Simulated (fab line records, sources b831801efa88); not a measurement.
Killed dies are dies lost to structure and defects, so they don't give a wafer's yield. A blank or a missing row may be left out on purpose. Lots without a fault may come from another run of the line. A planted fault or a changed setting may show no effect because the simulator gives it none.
Which tool did it? | flow sky130 | 7 lots, 21 wafers sampled, at 2 steps of a route of 708

WHAT THE GAUGES READ, wafer by wafer
SKY_DNWELL_TW_MEAS_09.
lot  | measured    | on            | DNWELL_TW
L438 | day 3 09:15 | film_metro-03 | 1127 1133 1126
L443 | day 4 03:07 | film_metro-02 | 1112 1116 1117
L446 | day 5 01:41 | film_metro-02 | 1123 1121 1127
L449 | day 5 17:21 | film_metro-03 | 1132 1128 1125
L453 | day 6 19:18 | film_metro-03 | 1130 1126 1129
L456 | day 7 10:07 | film_metro-03 | 30 30 30 31 30 30
L461 | day 8 21:09 | film_metro-02 | 1119 1118 1118

WHICH TOOL RAN EACH LOT (tool, then ch and the chambers of the sampled wafers, then the start)
lot  | SKY_DNWELL_DEVELOP_06
L438 | litho_track-04 ch 0, day 3 08:00
L443 | litho_track-04 ch 0, day 4 02:00
L446 | litho_track-04 ch 0, day 5 01:00
L449 | litho_track-03 ch 0, day 5 16:00
L453 | litho_track-01 ch 0, day 6 18:00
L456 | litho_track-01, day 7 09:00
L461 | litho_track-03 ch 0, day 8 20:00
- SKY_DNWELL_DEVELOP_06: develop time 60 s.

THE ANSWER, worked out from the rows above alone
Rule: what is usual is taken from the lots themselves. Put in order of their means at a reading, lots are off if they are a third of the lots or fewer, leave a main group of 4 or more, and stand apart from it by a gap of 3 or more times the standard deviation of the main group's means; of several such gaps the widest counts. A main group whose means are all the same, to the digits that the tables above print for the reading, isn't used. A lot without any number at a reading at which 4 lots or more have one is off too. The other lots that the step has rows for count as sound.
Off: L456, at SKY_DNWELL_TW_MEAS_09 (DNWELL_TW). The main group: mean 1124, standard deviation 5.4.
A tool fits if, at a process step before that reading, it ran every lot that is off, and no sound lot after the first of them. The gauges at SKY_DNWELL_TW_MEAS_09 are tried like those tools. Can't be told from this: 2 tools fit, litho_track-01 at SKY_DNWELL_DEVELOP_06, film_metro-03 at SKY_DNWELL_TW_MEAS_09.

WHAT THE SIMULATOR HAD PUT IN
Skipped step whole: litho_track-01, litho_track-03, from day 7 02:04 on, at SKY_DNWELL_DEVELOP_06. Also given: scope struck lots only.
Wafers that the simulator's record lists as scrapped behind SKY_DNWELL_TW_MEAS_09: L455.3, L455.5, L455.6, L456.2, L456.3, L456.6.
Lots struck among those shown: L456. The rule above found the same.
